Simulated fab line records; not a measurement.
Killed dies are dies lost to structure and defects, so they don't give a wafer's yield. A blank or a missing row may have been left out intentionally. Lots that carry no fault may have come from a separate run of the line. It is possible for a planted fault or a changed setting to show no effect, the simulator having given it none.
What tool caused it?    flow sky130    13 lots with 39 wafers sampled at 5 steps, on a route of 708 steps

== WHAT EACH GAUGE READ, for each wafer ==
SKY_FIELD_ISO_THK_MEAS_02. Usual: FIELD_ISO_OXIDATION_00_THK 12.25 nm, standard deviation 0.2.
lot   measured     on            FIELD_ISO_OXIDATION_00_THK (nm)  flag
L138  day 1 19:32  filmMetro-04  12.31 12.38 12.30                
L139  day 1 19:32  filmMetro-03  12.43 12.23 12.42                
L141  day 2 05:10  filmMetro-02  11.91 12.11 12.20                
L142  day 2 07:38  filmMetro-03  12.12 12.02 12.17                
L143  day 2 13:42  filmMetro-04  11.94 12.02 12.05                
L144  day 2 17:39  filmMetro-02  12.64 12.47 12.45                
L146  day 3 03:39  filmMetro-04  12.55 12.43 12.52                
L147  day 3 09:14  filmMetro-02  12.24 12.59 12.41                
L149  day 3 21:27  filmMetro-04  12.04 11.96 11.73                
L152  day 4 11:25  filmMetro-03  12.11 12.33 12.57                
L157  day 5 13:28  filmMetro-02  12.40 12.35 12.31                
L160  day 6 03:17  filmMetro-03  12.17 11.87 12.24                
L161  day 6 08:11  filmMetro-04  12.40 12.34 12.29                

SKY_VT_ADJUST_HVTP_OVL_MEAS_08. Usual: VT_ADJUST_HVTP_OVL 0.2 nm, standard deviation 1.2.
lot   measured      on          VT_ADJUST_HVTP_OVL (nm)  flag
L138  day 6 10:26   overlay-02  -2.0 -1.2 -0.2           
L139  day 6 11:01   overlay-02  1.6 1.2 1.8              
L141  day 6 20:53   overlay-02  -0.9 -1.5 -0.4           
L142  day 7 03:07   overlay-01  0.9 1.4 -0.1             
L143  day 7 12:53   overlay-02  0.5 0.6 0.4              
L144  day 7 22:07   overlay-01  0.7 0.5 1.3              
L146  day 8 05:19   overlay-02  -1.0 0.7 -0.8            
L147  day 8 10:59   overlay-02  -0.5 -0.4 -0.4           
L149  day 9 01:06   overlay-02  1.3 1.6 0.9              
L152  day 10 03:25  overlay-01  -2.1 -1.9 -1.1           
L157  day 11 02:32  overlay-02  -1.1 0.5 -0.3            
L160  day 11 21:53  overlay-02  0.9 1.0 0.5              
L161  day 12 06:19  overlay-01  -0.3 -0.6 -1.0           

SKY_VT_ADJUST_LVTN_TW_MEAS_10. Usual: VT_ADJUST_LVTN_TW 241.1, standard deviation 3.
lot   measured      on            VT_ADJUST_LVTN_TW  flag
L138  day 7 06:13   filmMetro-03  240.7 240.7 240.1  
L139  day 7 06:59   filmMetro-03  240.6 240.1 239.6  
L141  day 7 15:25   filmMetro-01  248.1 246.4 245.9  
L142  day 7 21:58   filmMetro-03  240.1 240.1 241.2  
L143  day 8 10:07   filmMetro-04  237.9 238.3 239.2  
L144  day 8 19:26   filmMetro-01  245.3 245.8 244.9  
L146  day 9 02:49   filmMetro-01  245.0 244.0 244.7  
L147  day 9 09:09   filmMetro-04  30.1 30.1 29.9     OFF
L149  day 9 22:41   filmMetro-03  238.5 237.9 238.8  
L152  day 11 02:33  filmMetro-03  237.7 239.4 239.7  
L157  day 12 01:45  filmMetro-04  239.8 239.5 239.1  
L160  day 12 22:12  filmMetro-04  239.1 239.5 239.3  
L161  day 13 06:46  filmMetro-03  238.4 237.4 238.7  

== WHAT TOOL EACH LOT RAN ON (gives the tool, then ch and the chambers of the sampled wafers, and finally the start) ==
lot   SKY_VT_ADJUST_HVTP_STRIP_10          SKY_VT_ADJUST_LVTN_STRIP_09
L138  plasmaAsher-02 ch 0,1, day 6 10:37   plasmaAsher-02 ch 0,1, day 7 06:07
L139  plasmaAsher-02 ch 0,1, day 6 11:11   plasmaAsher-04 ch 0, day 7 06:52
L141  plasmaAsher-04 ch 0,1, day 6 21:04   plasmaAsher-03 ch 0,1, day 7 15:19
L142  plasmaAsher-01 ch 0,1, day 7 03:17   plasmaAsher-02 ch 0,1, day 7 21:52
L143  plasmaAsher-04 ch 0,1, day 7 13:04   plasmaAsher-04 ch 0,1, day 8 10:01
L144  plasmaAsher-01 ch 0,1, day 7 22:20   plasmaAsher-03 ch 0,1, day 8 19:22
L146  plasmaAsher-02 ch 0,1, day 8 05:32   plasmaAsher-03 ch 0,1, day 9 02:44
L147  plasmaAsher-02 ch 0,1, day 8 11:10   plasmaAsher-04 ch 0,1, day 9 09:03
L149  plasmaAsher-04 ch 0,1, day 9 01:19   plasmaAsher-03 ch 0,1, day 9 22:35
L152  plasmaAsher-04 ch 0,1, day 10 03:35  plasmaAsher-02 ch 0,1, day 11 02:27
L157  plasmaAsher-01 ch 0,1, day 11 02:43  plasmaAsher-04 ch 1, day 12 01:39
L160  plasmaAsher-04 ch 0,1, day 11 22:05  plasmaAsher-02 ch 0,1, day 12 22:06
L161  plasmaAsher-02 ch 0,1, day 12 06:29  plasmaAsher-02 ch 0,1, day 13 06:40
- SKY_VT_ADJUST_HVTP_STRIP_10: strips in O2/N2.
- SKY_VT_ADJUST_LVTN_STRIP_09: strips in O2/N2.

== WHAT THE TOOLS THEMSELVES READ (means of the sampled wafers that have a number; where no wafer has one, the mark that the record gives instead) ==
SKY_VT_ADJUST_HVTP_STRIP_10. Usual: chamberPressureMTorr 1500.0 mTorr, standard deviation 1.3; drypumpMotorCurrentA 5.90 A, standard deviation 0.25; oesProductAu 0.715 a.u., standard deviation 0.0046; stripTimeToEndpointS 14.19 s, standard deviation 0.04.
lot   tool            chamberPressureMTorr (mTorr)  drypumpMotorCurrentA (A)  oesProductAu (a.u.)  stripTimeToEndpointS (s)  flag
L138  plasmaAsher-02  1499.4                        6.09                      0.717                14.14                     
L139  plasmaAsher-02  1499.5                        6.08                      0.714                14.15                     
L141  plasmaAsher-04  1500.7                        6.03                      0.712                14.19                     
L142  plasmaAsher-01  1499.0                        5.73                      0.714                14.25                     
L143  plasmaAsher-04  1500.2                        6.06                      0.716                14.19                     
L144  plasmaAsher-01  1499.8                        5.73                      0.716                14.24                     
L146  plasmaAsher-02  1500.4                        5.80                      0.715                14.20                     
L147  plasmaAsher-02  1499.3                        5.81                      0.944                -                         OFF
L149  plasmaAsher-04  1500.2                        6.05                      0.716                14.20                     
L152  plasmaAsher-04  1499.6                        6.04                      0.719                14.20                     
L157  plasmaAsher-01  1500.0                        5.75                      0.716                14.21                     
L160  plasmaAsher-04  1498.0                        6.04                      0.711                14.12                     
L161  plasmaAsher-02  1499.6                        6.08                      0.712                14.17                     

SKY_VT_ADJUST_LVTN_STRIP_09. Usual: chamberPressureMTorr 1500.1 mTorr, standard deviation 1.3; drypumpMotorCurrentA 6.01 A, standard deviation 0.25; oesProductAu 0.722 a.u., standard deviation 0.0039; stripTimeToEndpointS 36.93 s, standard deviation 0.13.
lot   tool            chamberPressureMTorr (mTorr)  drypumpMotorCurrentA (A)  oesProductAu (a.u.)  stripTimeToEndpointS (s)  flag
L138  plasmaAsher-02  1500.7                        5.81                      0.725                36.88                     
L139  plasmaAsher-04  1500.3                        6.07                      0.717                36.97                     
L141  plasmaAsher-03  1501.3                        6.07                      0.717                36.91                     
L142  plasmaAsher-02  1499.7                        6.08                      0.720                37.08                     
L143  plasmaAsher-04  1501.0                        6.03                      0.722                37.05                     
L144  plasmaAsher-03  1500.8                        6.03                      0.722                37.06                     
L146  plasmaAsher-03  1500.3                        6.08                      0.721                37.02                     
L147  plasmaAsher-04  1500.4                        6.01                      0.722                41.92                     OFF
L149  plasmaAsher-03  1500.9                        6.11                      0.720                37.18                     
L152  plasmaAsher-02  1499.9                        6.09                      0.721                36.92                     
L157  plasmaAsher-04  1499.5                        6.02                      0.720                36.70                     
L160  plasmaAsher-02  1500.5                        5.80                      0.723                36.67                     
L161  plasmaAsher-02  1501.0                        6.10                      0.722                36.70                     

== THE ANSWER, worked out from the rows above alone ==
Rule: take the mean of a lot's wafers that have a number; if it is more than 3 standard deviations from the usual mean, the lot is off. A lot without any number at a reading at which 4 lots or more have one is off too. The other lots that the step has rows for count as sound. Order of review: gauges by route order, followed by the tools' own readings, for which a lot's mean as printed above is used. The first step at which some lot is off is used, and at that step the reading that is off furthest; a lot without a number counts as furthest.
Off: L147, at SKY_VT_ADJUST_LVTN_TW_MEAS_10 (VT_ADJUST_LVTN_TW).
A tool fits if, at a process step before that reading, it ran every lot that is off, and no sound lot after the first of them. The gauges at SKY_VT_ADJUST_LVTN_TW_MEAS_10 aren't tried: what is off there is off at SKY_VT_ADJUST_HVTP_STRIP_10 too, on other tools, and a gauge's error can't cause that. Not one of the candidates tried fits.

== WHAT THE SIMULATOR HAD PUT IN ==
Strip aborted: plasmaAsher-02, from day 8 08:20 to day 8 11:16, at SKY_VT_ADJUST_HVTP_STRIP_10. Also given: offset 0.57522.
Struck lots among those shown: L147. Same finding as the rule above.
